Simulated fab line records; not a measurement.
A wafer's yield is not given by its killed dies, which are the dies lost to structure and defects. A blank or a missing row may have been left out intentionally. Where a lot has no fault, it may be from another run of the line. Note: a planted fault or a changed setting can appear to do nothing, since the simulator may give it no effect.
Which tool did it? / flow sky130 / 14 lots, 42 wafers sampled, at 1 step of a route of 708

## WHAT THE GAUGES READ, wafer by wafer
SKY_FIELD_ISO_THK_MEAS_04.
lot=L817; measured=day 1 17:01; on=film-metro-04; FIELD_ISO_CVD_03_THK (nm)=161.2 160.9 159.7
lot=L818; measured=day 1 20:09; on=film-metro-02; FIELD_ISO_CVD_03_THK (nm)=159.8 159.8 160.3
lot=L819; measured=day 2 00:40; on=film-metro-04; FIELD_ISO_CVD_03_THK (nm)=157.5 157.2 156.3
lot=L820; measured=day 2 07:16; on=film-metro-04; FIELD_ISO_CVD_03_THK (nm)=159.3 158.9 159.1
lot=L822; measured=day 2 16:08; on=film-metro-03; FIELD_ISO_CVD_03_THK (nm)=162.7 160.3 161.1
lot=L823; measured=day 2 20:44; on=film-metro-03; FIELD_ISO_CVD_03_THK (nm)=160.1 159.7 159.6
lot=L824; measured=day 3 03:11; on=film-metro-02; FIELD_ISO_CVD_03_THK (nm)=160.0 160.6 160.6
lot=L825; measured=day 3 06:26; on=film-metro-03; FIELD_ISO_CVD_03_THK (nm)=161.5 159.6 161.2
lot=L826; measured=day 3 11:47; on=film-metro-03; FIELD_ISO_CVD_03_THK (nm)=160.0 159.7 159.6
lot=L832; measured=day 4 18:35; on=film-metro-04; FIELD_ISO_CVD_03_THK (nm)=161.0 161.7 160.6
lot=L834; measured=day 5 03:19; on=film-metro-04; FIELD_ISO_CVD_03_THK (nm)=160.4 159.5 160.2
lot=L836; measured=day 5 13:21; on=film-metro-04; FIELD_ISO_CVD_03_THK (nm)=158.3 159.3 158.8
lot=L839; measured=day 6 04:17; on=film-metro-04; FIELD_ISO_CVD_03_THK (nm)=161.0 160.9 162.2
lot=L840; measured=day 6 08:29; on=film-metro-04; FIELD_ISO_CVD_03_THK (nm)=164.2 163.0 164.3

## WHAT TOOL EACH LOT RAN ON (gives the tool, then ch and the chambers of the sampled wafers, and finally the start)
No process step before these readings appears in the record.

## WHAT THE TOOLS THEMSELVES READ (means of the sampled wafers that have a number; where no wafer has one, the mark that the record gives instead)
The record holds no such reading with a usual standard deviation.

## THE ANSWER, worked out from the rows above alone
Rule: the usual values come from the lots themselves. Put in order of their means at a reading, lots are off if they are a third of the lots or fewer, leave a main group of 4 or more, and stand apart from it by a gap of 3 or more times the standard deviation of the main group's means; of several such gaps the widest counts. Not used: any main group whose means are identical at the precision the tables above print for the reading. Also off: a lot with no number at a reading for which 4 or more lots have one. Where the step has rows for the other lots, those lots are counted as sound. After the gauges, taken in route order, come the tools' own readings; for these a lot's mean is taken, as printed above. At the first step where some lot is off, the reading lying furthest off is the one used; lots without a number count as furthest.
No lot is off at any reading shown: from this, nothing can be told.

## WHAT WAS PUT IN BY THE SIMULATOR
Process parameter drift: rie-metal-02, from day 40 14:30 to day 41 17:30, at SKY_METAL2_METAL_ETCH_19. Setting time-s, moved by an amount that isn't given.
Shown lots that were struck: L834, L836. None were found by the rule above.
